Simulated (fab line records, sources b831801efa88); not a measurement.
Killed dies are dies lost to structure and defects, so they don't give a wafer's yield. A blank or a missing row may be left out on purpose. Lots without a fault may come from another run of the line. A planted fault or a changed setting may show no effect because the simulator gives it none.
fab line records | flow sfq_line | part 1 of 2: steps 1 to 27 of 40
record lots=5 wafers=15 last_day=79
route steps=325 shown L0@13 L0V@16 M0@28 I0@43
lots that met no fault: from a run of the same line without faults
start_h: hours from the record's first day to the start of the lot's first wafer shown | wait_h: hours since the lot's step before | " the same as in the row above | L1.1+2: a row that stands for several wafers | - no value, or no start given | * or withheld: withheld | < > ~ a bound
route shown NAME@n: a module of which the file shows steps, and the number in the route of the first | usual: mean/standard deviation of fault-free wafers | same: alike in all rows | chamber/n: place in a boat | sites: the reading at each site | _std_site: their standard deviation | _edge_site: outer sites' mean less inner sites' | radius_mm: how far each site lies from the wafer's centre | mask NAME#n: copy n | behind: the tool/chamber that last shaped the wafer | hold: why the lot was held/for how many hours/how that ended | device: the transistor (n, p or np) that didn't switch | end of line: the same wafers' tests at the end of the route | a step without rows: its recipe alone | killed: dies lost to structure and defects at the first sort, not the wafer's yield | map: a wafer's dies, x killed, . not, _ none there
set.NAME: the setting as run; set.NAME@STEP: as run at that earlier step | model.NAME: the simulator's own value behind a step, which no gauge read
lots at some steps of the route; a table a step, a row a wafer
services: from which hour (start_h, from the record's first day; less than 0 if before it) a tool's chamber was out of use, for how many hours, and why
## steps
# step SFQ_TRILAYER_L0_ETCH_METAL_ETCH_008
# recipe target=MoNx_KI stop_on=SiO2 mask_material=PR chemistry=SF6/O2 target_depth_nm=50 icp_w=600 bias_w=80 pressure_mtorr=10 time_s=25
# usual drypump_motor_current_A=5.8/0.56 oes_product_au=0.875/0.0075
# columns lot.wafer tool chamber start_h wait_h drypump_motor_current_A oes_product_au rf_hours_counter_h
L076.2 rie_metal-01 0 91.27 0.0 5.9 0.874 78
L076.5 " 1 " " 6.0 0.879 -
L076.6 " 0 " " 5.9 0.883 -
L080.1 rie_metal-01 0 117.04 0.0 5.8 0.870 82
L080.2 " 1 " " 6.1 0.867 136
L080.5 " 0 " " 5.9 0.883 -
L086.1 rie_metal-03 1 146.95 0.1 6.5 0.881 179
L086.2 " 1 " " 6.5 0.876 -
L086.4 " 1 " " 6.5 0.882 -
L089.2 rie_metal-01 0 163.64 0.0 5.9 0.877 91
L089.3 " 1 " " 6.1 0.878 -
L089.5 " 1 " " 6.1 0.877 -
L091.1 rie_metal-01 1 175.77 0.0 6.1 0.884 148
L091.3 " 1 " " 6.0 0.883 -
L091.5 " 0 " " 5.8 0.886 -
# step SFQ_TRILAYER_L0_STRIP_STRIP_009
# recipe gas=O2 power_w=200 platen_temp_c=40 overash_fraction=0.65 chemistry=O2 pressure_mtorr=50
# usual drypump_motor_current_A=5.8/0.56 oes_product_au=0.997/0.0091
# columns lot.wafer tool chamber start_h wait_h drypump_motor_current_A oes_product_au rf_hours_counter_h
L076.2 rie_metal-01 0 91.32 0.0 5.8 0.991 78
L076.5 " 1 " " 6.0 0.993 -
L076.6 " 0 " " 5.9 0.998 -
L080.1 rie_metal-01 0 117.09 0.0 5.9 1.015 82
L080.2 " 1 " " 6.0 0.996 136
L080.5 " 0 " " 5.9 1.010 -
L086.1 rie_metal-03 1 147.05 0.1 6.4 0.981 179
L086.2 " 1 " " 6.4 0.990 -
L086.4 " 1 " " 6.4 0.979 -
L089.2 rie_metal-01 0 163.69 0.0 5.9 1.006 91
L089.3 " 1 " " 6.1 1.000 -
L089.5 " 1 " " 6.1 0.995 -
L091.1 rie_metal-01 1 175.81 0.0 6.1 1.009 148
L091.3 " 1 " " 6.1 1.000 -
L091.5 " 0 " " 5.9 1.005 -
# step SFQ_TRILAYER_L0_STRIP_SOLV_CLEAN_010
# recipe chemistry=NMP temp_c=70 time_s=600
# columns lot.wafer tool chamber start_h wait_h
L076.2+5+6 wet_bench-01 5,0,4 91.92 0.4
L080.1+2+5 wet_bench-04 1,4,0 117.69 0.4
L086.1+2+4 wet_bench-02 0,4,1 148.25 1.0
L089.2+3+5 wet_bench-02 1,6,0 164.29 0.4
L091.1+3+5 wet_bench-04 7,1,0 176.41 0.4
# step SFQ_TRILAYER_L0_CAP_PECVD_011
# recipe material=SiO2 temp_c=150 time_s=13.333 pressure_torr=2.4 rf_w=183.3 precursor=SiH4/N2O target_thk_nm=60
# usual heater_power_w=81/20 throttle_valve_pct=24.1/0.97
# columns lot.wafer tool chamber start_h wait_h heater_power_w throttle_valve_pct
L076.2 pecvd-04 2 92.10 0.0 110 23.4
L076.5 " 2 " " 109 23.4
L076.6 " 0 " " 49 24.2
L080.1 pecvd-03 1 118.04 0.0 78 23.4
L080.2 " 2 " " 80 24.3
L080.5 " 2 " " 80 24.4
L086.1 pecvd-03 1 148.42 0.0 89 23.4
L086.2 " 2 " " 78 24.5
L086.4 " 2 " " 82 24.3
L089.2 pecvd-04 2 164.46 0.0 101 23.5
L089.3 " 0 " " 55 24.0
L089.5 " 2 " " 101 23.7
L091.1 pecvd-01 1 176.61 0.0 89 26.1
L091.3 " 2 " " 87 23.8
L091.5 " 1 " " 87 26.1
# step SFQ_TRILAYER_L0_VIA_LITHO_COAT_018
# recipe resist=BARC spin_rpm=3000 resist_thk_nm=62
# columns lot.wafer tool chamber start_h wait_h
L076.2+5+6 litho_track-02 0 92.17 0.1
L080.1+2+5 litho_track-03 0 118.18 0.1
L086.1+2+4 litho_track-03 0 148.44 0.0
L089.2+3+5 litho_track-01 0 164.54 0.1
L091.1+3+5 litho_track-02 0 176.63 0.0
# step SFQ_TRILAYER_L0_VIA_LITHO_COAT_013
# recipe resist=KrF spin_rpm=3000 resist_thk_nm=650
# columns lot.wafer tool chamber start_h wait_h
L076.2+5+6 litho_track-02 0 92.47 0.2
L080.1+2+5 litho_track-03 0 118.48 0.2
L086.1+2+4 litho_track-03 0 148.74 0.2
L089.2+3+5 litho_track-01 0 164.84 0.2
L091.1+3+5 litho_track-02 0 176.93 0.2
# step SFQ_TRILAYER_L0_VIA_LITHO_SOFTBAKE_017
# recipe temp_c=withheld time_s=withheld resist=KrF
# columns lot.wafer tool chamber start_h wait_h
L076.2+5+6 litho_track-02 0 92.74 0.2
L080.1+2+5 litho_track-03 0 118.78 0.2
L086.1+2+4 litho_track-03 0 149.04 0.2
L089.2+3+5 litho_track-01 0 165.11 0.2
L091.1+3+5 litho_track-02 0 177.23 0.2
# step SFQ_TRILAYER_L0_VIA_LITHO_EXPOSE_014
# recipe mask_id=L0V na=0.6 source_shape=conventional sigma_outer=0.65 target_cd_nm=700 dose_mj=21.3
# usual exposure_dose_mJ_cm2=21.299/0.018 focus_offset_nm=0.0/0.53
# columns lot.wafer tool chamber start_h wait_h mask exposure_dose_mJ_cm2 focus_offset_nm
L076.2 krf_scanner-01 0 167.08 - L0V#0 21.290 0.0
L076.5 " 0 " " L0V#0 21.278 -0.3
L076.6 " 0 " " L0V#0 21.294 -0.2
L080.1 krf_scanner-02 0 203.01 - L0V#0 21.324 -0.4
L080.2 " 0 " " L0V#0 21.283 -0.2
L080.5 " 0 " " L0V#0 21.302 -1.1
L086.1 krf_scanner-02 0 229.87 - L0V#0 21.270 0.3
L086.2 " 0 " " L0V#0 21.317 0.5
L086.4 " 0 " " L0V#0 21.323 0.8
L089.2 krf_scanner-01 0 247.60 - L0V#0 21.301 1.3
L089.3 " 0 " " L0V#0 21.330 0.2
L089.5 " 0 " " L0V#0 21.282 0.3
L091.1 krf_scanner-01 0 255.80 - L0V#0 21.328 -0.4
L091.3 " 0 " " L0V#0 21.327 -0.5
L091.5 " 0 " " L0V#0 21.274 -0.3
# step SFQ_TRILAYER_L0_VIA_LITHO_PEB_016
# recipe peb_temp_c=115 peb_time_s=60 resist=KrF
# columns lot.wafer tool chamber start_h wait_h
L076.2+5+6 litho_track-02 0 168.11 0.8
L080.1+2+5 litho_track-02 0 204.21 1.0
L086.1+2+4 litho_track-01 0 231.07 1.0
L089.2+3+5 litho_track-03 0 248.63 0.8
L091.1+3+5 litho_track-01 0 257.00 1.0
# step SFQ_TRILAYER_L0_VIA_LITHO_DEVELOP_015
# recipe time_s=60 resist=KrF
# columns lot.wafer tool chamber start_h wait_h
L076.2+5+6 litho_track-02 0 168.26 0.1
L080.1+2+5 litho_track-02 0 204.36 0.1
L086.1+2+4 litho_track-01 0 231.22 0.1
L089.2+3+5 litho_track-03 0 248.78 0.1
L091.1+3+5 litho_track-01 0 257.15 0.1
# step SFQ_L0V_OVL_MEAS_903
# usual L0V_OVL=1/4.3
# columns lot.wafer tool chamber start_h wait_h L0V_OVL[nm]
L076.2 overlay-01 - 168.39 0.1 7
L076.5 " - " " 1
L076.6 " - " " 2
L080.1 overlay-02 - 204.51 0.1 -1
L080.2 " - " " -2
L080.5 " - " " -5
L086.1 overlay-01 - 231.37 0.1 -3
L086.2 " - " " 2
L086.4 " - " " 4
L089.2 overlay-01 - 248.91 0.1 -1
L089.3 " - " " -1
L089.5 " - " " -4
L091.1 overlay-02 - 257.30 0.1 0
L091.3 " - " " -2
L091.5 " - " " 0
# step SFQ_TRILAYER_L0_VIA_BARC_OPEN_VIA_ETCH_021
# recipe mask_material=PR chemistry=O2 target_depth_nm=125 target=BARC source_w=500 bias_w=80 pressure_mtorr=30 time_s=41.7
# usual drypump_motor_current_A=5.7/0.49 oes_product_au=0.685/0.0051
# columns lot.wafer tool chamber start_h wait_h drypump_motor_current_A oes_product_au rf_hours_counter_h
L076.2 rie_diel-02 0 168.42 0.0 4.8 0.696 128
L076.5 " 0 " " 4.8 0.685 -
L076.6 " 3 " " 6.2 0.691 -
L080.1 rie_diel-02 3 204.55 0.0 6.2 0.680 27
L080.2 " 2 " " 5.2 0.680 0
L080.5 " 3 " " 6.2 0.694 -
L086.1 rie_diel-03 2 231.40 0.0 6.1 0.695 89
L086.2 " 0 " " 5.1 0.688 5
L086.4 " 3 " " 6.2 0.694 77
L089.2 rie_diel-04 3 248.94 0.0 5.6 0.683 3
L089.3 " 0 " " 5.5 0.695 2
L089.5 " 1 " " 6.3 0.682 -
L091.1 rie_diel-03 1 257.34 0.0 5.6 0.681 78
L091.3 " 0 " " 5.2 0.676 5
L091.5 " 0 " " 5.2 0.692 -
# step SFQ_TRILAYER_L0_VIA_ETCH_VIA_ETCH_016
# recipe target=SiO2 stop_on=MoNx_KI mask_material=PR chemistry=CHF3 target_depth_nm=80 source_w=500 bias_w=80 pressure_mtorr=30 time_s=withheld
# usual drypump_motor_current_A=5.7/0.49 oes_product_au=0.844/0.0073
# columns lot.wafer tool chamber start_h wait_h drypump_motor_current_A oes_product_au
L076.2 rie_diel-02 0 168.46 0.0 4.8 0.849
L076.5 " 0 " " 4.8 0.841
L076.6 " 3 " " 6.1 0.844
L080.1 rie_diel-02 3 204.59 0.0 6.1 0.847
L080.2 " 2 " " 5.3 0.837
L080.5 " 3 " " 6.2 0.850
L086.1 rie_diel-03 2 231.44 0.0 6.1 0.852
L086.2 " 0 " " 5.2 0.842
L086.4 " 3 " " 6.2 0.850
L089.2 rie_diel-04 3 248.98 0.0 5.6 0.841
L089.3 " 0 " " 5.4 0.838
L089.5 " 1 " " 6.3 0.851
L091.1 rie_diel-03 1 257.38 0.0 5.6 0.837
L091.3 " 0 " " 5.2 0.839
L091.5 " 0 " " 5.2 0.846
# step SFQ_TRILAYER_L0_VIA_STRIP_STRIP_017
# recipe gas=O2 power_w=200 platen_temp_c=40 overash_fraction=0.65 chemistry=O2 pressure_mtorr=50
# usual drypump_motor_current_A=6.0/0.47 oes_product_au=0.995/0.0097
# columns lot.wafer tool chamber start_h wait_h drypump_motor_current_A oes_product_au rf_hours_counter_h
L076.2 rie_metal-03 1 168.71 - 6.4 0.978 -
L076.5 " 1 " " 6.4 0.972 -
L076.6 " 1 " " 6.5 0.975 -
L080.1 rie_metal-01 1 204.63 - 6.0 0.993 153
L080.2 " 0 " " 5.8 0.997 99
L080.5 " 1 " " 6.1 0.998 -
L086.1 rie_metal-04 0 231.49 - 6.2 0.999 115
L086.2 " 1 " " 5.1 1.004 75
L086.4 " 0 " " 6.2 1.012 -
L089.2 rie_metal-03 1 249.23 - 6.5 0.983 -
L089.3 " 1 " " 6.4 0.984 -
L089.5 " 1 " " 6.5 0.983 -
L091.1 rie_metal-03 1 257.43 - 6.5 0.993 218
L091.3 " 1 " " 6.4 0.989 -
L091.5 " 1 " " 6.5 0.988 -
# step SFQ_TRILAYER_L0_VIA_STRIP_SOLV_CLEAN_018
# recipe chemistry=NMP temp_c=70 time_s=600
# columns lot.wafer tool chamber start_h wait_h
L076.2+5+6 wet_bench-03 4,7,6 169.71 0.8
L080.1+2+5 wet_bench-04 3,4,7 205.23 0.4
L086.1+2+4 wet_bench-02 6,3,5 232.09 0.4
L089.2+3+5 wet_bench-02 1,3,7 250.23 0.8
L091.1+3+5 wet_bench-04 3,5,0 258.63 1.0
# step SFQ_TRILAYER_M0_DEP_PRE_CLEAN_020
# recipe gas=Ar time_s=15 bias_v=250
# columns lot.wafer tool chamber start_h wait_h
L076.2+5+6 pvd_sputter-05 - 169.88 0.0
L080.1+2+5 pvd_sputter-05 - 205.42 0.0
L086.1+2+4 pvd_sputter-04 - 232.27 0.0
L089.2+3+5 pvd_sputter-05 - 250.40 0.0
L091.1+3+5 pvd_sputter-03 - 258.82 0.0
# step SFQ_TRILAYER_M0_DEP_SPUTTER_019
# recipe material=Nb base_pressure_pa=1.33e-06 chamber_pressure_pa=0.1333 substrate_temp_c=20 resputter_cathode_voltage_v=400 target_thk_nm=200 power_w=2000 time_s=133.3
# usual resputter_cathode_voltage_v=400/3.8 throttle_valve_pct=30.2/0.93
# columns lot.wafer tool chamber start_h wait_h resputter_cathode_voltage_v throttle_valve_pct
L076.2 pvd_sputter-05 - 169.91 0.0 402 30.2
L076.5 " - " " 406 31.2
L076.6 " - " " 404 30.0
L080.1 pvd_sputter-05 - 205.45 0.0 405 29.0
L080.2 " - " " 402 31.3
L080.5 " - " " 398 29.9
L086.1 pvd_sputter-04 - 232.29 0.0 390 29.5
L086.2 " - " " 397 31.8
L086.4 " - " " 402 30.7
L089.2 pvd_sputter-05 - 250.43 0.0 401 30.0
L089.3 " - " " 399 29.8
L089.5 " - " " 399 29.0
L091.1 pvd_sputter-03 - 258.84 0.0 399 30.6
L091.3 " - " " 402 30.1
L091.5 " - " " 399 31.4
# step SFQ_M0_RS_MEAS_904
# recipe thk_meas_gauge=four-point-probe reads=Nb_of_TRILAYER_M0_DEP_SPUTTER_019
# usual M0_NB_RS=0.888/0.012
# columns lot.wafer tool chamber start_h wait_h M0_NB_RS[ohm/sq]
L076.2 film_metro-02 - 170.02 0.1 0.889
L076.5 " - " " 0.904
L076.6 " - " " 0.886
L080.1 film_metro-03 - 205.54 0.0 0.894
L080.2 " - " " 0.899
L080.5 " - " " 0.891
L086.1 film_metro-01 - 232.38 0.0 0.881
L086.2 " - " " 0.894
L086.4 " - " " 0.872
L089.2 film_metro-03 - 250.54 0.1 0.891
L089.3 " - " " 0.889
L089.5 " - " " 0.891
L091.1 film_metro-02 - 258.93 0.0 0.902
L091.3 " - " " 0.904
L091.5 " - " " 0.916
# step SFQ_TRILAYER_M0_LITHO_COAT_026
# recipe resist=BARC spin_rpm=3000 resist_thk_nm=62
# columns lot.wafer tool chamber start_h wait_h
L076.2+5+6 litho_track-01 0 170.23 0.1
L080.1+2+5 litho_track-03 0 205.72 0.1
L086.1+2+4 litho_track-03 0 232.56 0.1
L089.2+3+5 litho_track-04 0 250.75 0.1
L091.1+3+5 litho_track-03 0 259.11 0.1
# step SFQ_TRILAYER_M0_LITHO_COAT_021
# recipe resist=KrF spin_rpm=3000 resist_thk_nm=600
# columns lot.wafer tool chamber start_h wait_h
L076.2+5+6 litho_track-01 0 170.53 0.2
L080.1+2+5 litho_track-03 0 206.02 0.2
L086.1+2+4 litho_track-03 0 232.86 0.2
L089.2+3+5 litho_track-04 0 251.05 0.2
L091.1+3+5 litho_track-03 0 259.41 0.2
# step SFQ_TRILAYER_M0_LITHO_SOFTBAKE_025
# recipe temp_c=withheld time_s=withheld resist=KrF
# columns lot.wafer tool chamber start_h wait_h
L076.2+5+6 litho_track-01 0 170.80 0.2
L080.1+2+5 litho_track-03 0 206.32 0.2
L086.1+2+4 litho_track-03 0 233.16 0.2
L089.2+3+5 litho_track-04 0 251.32 0.2
L091.1+3+5 litho_track-03 0 259.71 0.2
# step SFQ_TRILAYER_M0_LITHO_EXPOSE_022
# recipe mask_id=M0 na=0.6 source_shape=conventional sigma_outer=0.65 target_cd_nm=500 dose_mj=14.4
# usual exposure_dose_mJ_cm2=14.402/0.016 focus_offset_nm=-0.1/0.45
# columns lot.wafer tool chamber start_h wait_h mask exposure_dose_mJ_cm2 focus_offset_nm
L076.2 krf_scanner-01 0 251.20 - M0#0 14.402 -0.4
L076.5 " 0 " " M0#0 14.394 -0.2
L076.6 " 0 " " M0#0 14.410 0.3
L080.1 krf_scanner-01 0 284.60 - M0#0 14.408 -0.2
L080.2 " 0 " " M0#0 14.410 0.1
L080.5 " 0 " " M0#0 14.435 -0.2
L086.1 krf_scanner-01 0 325.45 - M0#0 14.377 -0.7
L086.2 " 0 " " M0#0 14.388 -1.1
L086.4 " 0 " " M0#0 14.370 -0.6
L089.2 krf_scanner-02 0 352.18 - M0#0 14.402 -0.8
L089.3 " 0 " " M0#0 14.395 0.1
L089.5 " 0 " " M0#0 14.402 -0.1
L091.1 krf_scanner-02 0 367.58 - M0#0 14.380 -0.9
L091.3 " 0 " " M0#0 14.396 -0.1
L091.5 " 0 " " M0#0 14.374 -0.6
# step SFQ_TRILAYER_M0_LITHO_PEB_024
# recipe peb_temp_c=115 peb_time_s=60 resist=KrF
# columns lot.wafer tool chamber start_h wait_h
L076.2+5+6 litho_track-04 0 252.23 0.8
L080.1+2+5 litho_track-03 0 285.80 1.0
L086.1+2+4 litho_track-04 0 326.65 1.0
L089.2+3+5 litho_track-01 0 353.20 0.8
L091.1+3+5 litho_track-03 0 368.78 1.0
# step SFQ_TRILAYER_M0_LITHO_DEVELOP_023
# recipe time_s=60 resist=KrF
# columns lot.wafer tool chamber start_h wait_h
L076.2+5+6 litho_track-04 0 252.38 0.1
L080.1+2+5 litho_track-03 0 285.95 0.1
L086.1+2+4 litho_track-04 0 326.80 0.1
L089.2+3+5 litho_track-01 0 353.35 0.1
L091.1+3+5 litho_track-03 0 368.93 0.1
# step SFQ_M0_OVL_MEAS_906
# usual M0_OVL=-1/5.9
# columns lot.wafer tool chamber start_h wait_h M0_OVL[nm]
L076.2 overlay-02 - 252.51 0.1 5
L076.5 " - " " 10
L076.6 " - " " 7
L080.1 overlay-02 - 286.10 0.1 -9
L080.2 " - " " -12
L080.5 " - " " 2
L086.1 overlay-01 - 326.95 0.1 0
L086.2 " - " " -3
L086.4 " - " " -2
L089.2 overlay-02 - 353.48 0.1 2
L089.3 " - " " 0
L089.5 " - " " -2
L091.1 overlay-02 - 369.08 0.1 -5
L091.3 " - " " 1
L091.5 " - " " -1
# step SFQ_TRILAYER_M0_BARC_OPEN_METAL_ETCH_031
# recipe mask_material=PR chemistry=O2 target_depth_nm=125 target=BARC icp_w=600 bias_w=80 pressure_mtorr=10 time_s=41.7
# usual drypump_motor_current_A=5.9/0.57 oes_product_au=0.685/0.0047
# columns lot.wafer tool chamber start_h wait_h drypump_motor_current_A oes_product_au rf_hours_counter_h
L076.2 rie_metal-04 1 252.54 0.0 5.1 0.686 79
L076.5 " 0 " " 6.2 0.687 -
L076.6 " 1 " " 5.1 0.685 -
L080.1 rie_metal-02 1 286.14 0.0 6.0 0.685 114
L080.2 " 0 " " 4.8 0.685 1
L080.5 " 1 " " 6.0 0.687 -
L086.1 rie_metal-04 1 326.99 0.0 5.0 0.689 90
L086.2 " 0 " " 6.2 0.678 131
L086.4 " 0 " " 6.2 0.691 -
L089.2 rie_metal-03 1 353.51 0.0 6.5 0.680 5
L089.3 " 0 " " 6.3 0.687 -
L089.5 " 1 " " 6.4 0.681 -
L091.1 rie_metal-04 0 369.11 0.0 6.2 0.675 137
L091.3 " 0 " " 6.2 0.687 -
L091.5 " 0 " " 6.1 0.679 -
# step SFQ_TRILAYER_M0_ETCH_METAL_ETCH_024
# recipe target=Nb stop_on=SiO2 mask_material=PR chemistry=Cl2/Ar target_depth_nm=240 icp_w=600 bias_w=80 pressure_mtorr=10 time_s=120
# usual drypump_motor_current_A=5.9/0.57 oes_product_au=0.896/0.008
# columns lot.wafer tool chamber start_h wait_h drypump_motor_current_A oes_product_au rf_hours_counter_h
L076.2 rie_metal-04 1 252.60 0.0 5.0 0.893 79
L076.5 " 0 " " 6.2 0.883 -
L076.6 " 1 " " 5.0 0.902 -
L080.1 rie_metal-02 1 286.20 0.0 6.0 0.894 114
L080.2 " 0 " " 4.8 0.897 1
L080.5 " 1 " " 6.0 0.888 -
L086.1 rie_metal-04 1 327.05 0.0 5.0 0.902 90
L086.2 " 0 " " 6.3 0.891 131
L086.4 " 0 " " 6.3 0.904 -
L089.2 rie_metal-03 1 353.57 0.0 6.5 0.897 5
L089.3 " 0 " " 6.3 0.889 -
L089.5 " 1 " " 6.5 0.900 -
L091.1 rie_metal-04 0 369.17 0.0 6.2 0.887 137
L091.3 " 0 " " 6.2 0.891 -
L091.5 " 0 " " 6.2 0.875 -
